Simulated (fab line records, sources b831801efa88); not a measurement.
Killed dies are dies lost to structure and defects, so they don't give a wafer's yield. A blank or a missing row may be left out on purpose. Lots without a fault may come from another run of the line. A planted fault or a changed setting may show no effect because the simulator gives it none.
Problem report in the 8D (eight disciplines) form, filled by code | flow gf180mcu | the parts of the form that need people (team, actions taken, sign-off) are left out

1. THE PROBLEM
VT_IMPLANT_2_TW at GF_VT_IMPLANT_TW_MEAS_21 reads a mean of 1278 on 6 wafers of 2 lots; wafers without a fault read 1231 with a standard deviation of 7.6. That is +6.2 standard deviations from the usual mean.
First seen on wafer L608.2, day 10 13:43, on film_metro-04. The record holds 42 wafers of 14 lots with a number at this step. Rule for "out", or "out of limits": more than 4 standard deviations from the usual mean. The other wafers with a number count as sound.

2. WHAT IT IS AND WHAT IT IS NOT
question                    | is                           | is not
which readings at this step | VT_IMPLANT_2_TW              | -
which lots                  | L608, L609                   | L592, L593, L595, L596, L599, L600, L601, L603, L604, L607, L611, L613
which wafers of those lots  | all that have a number       | -
read on which gauges        | film_metro-01, film_metro-04 | film_metro-02
when                        | from day 10 13:43            | up to then (30 sound wafers); but 6 sound wafers of L611, L613 came after

3. SUSPECTS, AND WHAT RULES EACH OUT
Counting: a tool at a process step up to the reading stays a suspect if it ran every lot that is out and no sound lot after the first of them.
- the gauge at GF_VT_IMPLANT_TW_MEAS_21: ruled out. The wafers that are out were read on 2 gauges (film_metro-01, film_metro-04).
- implanter-01 at GF_VT_IMPLANT_IMPLANT_19: kept. It ran every lot that is out, first L608 (day 10 13:29), and no sound lot after that; its last sound lot up to then is L604 (day 9 13:13). Its own readings are out on those wafers: beam_energy_keV.
Left after counting: implanter-01 at GF_VT_IMPLANT_IMPLANT_19.

4. THE CAUSE (what the simulator had put in)
Process parameter drift: implanter-01, from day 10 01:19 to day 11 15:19, at GF_VT_IMPLANT_IMPLANT_19. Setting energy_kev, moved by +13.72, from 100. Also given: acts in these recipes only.
Counting left only this tool.

5. THE CHAIN OF EFFECTS, in route order
Each row: a reading whose mean over the struck wafers that have a number lies more than 3 standard deviations from the usual. Only readings for which the record gives a usual standard deviation are gone through. hours: the time from each lot's start at the first step in this table that gives one to its start at this step, as a median over the lots. sigmas: the change in usual standard deviations.
hours | step                     | reading         | usual  | on struck wafers | change | sigmas
0     | GF_VT_IMPLANT_IMPLANT_19 | beam_energy_keV | 100.00 | 113.69           | +13.69 | +99 or more
0     | GF_VT_IMPLANT_TW_MEAS_21 | VT_IMPLANT_2_TW | 1231   | 1278             | +47    | +6.2
The process steps in it:
- GF_VT_IMPLANT_IMPLANT_19

6. WHAT WOULD HAVE CAUGHT IT SOONER
In this record the first reading out of limits at a measuring or inspecting step was taken at day 10 13:43, 12 hours after the fault began at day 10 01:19.
The tool's own readings at GF_VT_IMPLANT_IMPLANT_19 were out on every struck wafer that the step has a row for (beam_energy_keV): an alarm limit on them would have fired on the first of those.
Of the lots that are out (2), L609 began GF_VT_IMPLANT_IMPLANT_19 on implanter-01 after day 10 13:43. A hold on the tool at that time would have spared it.
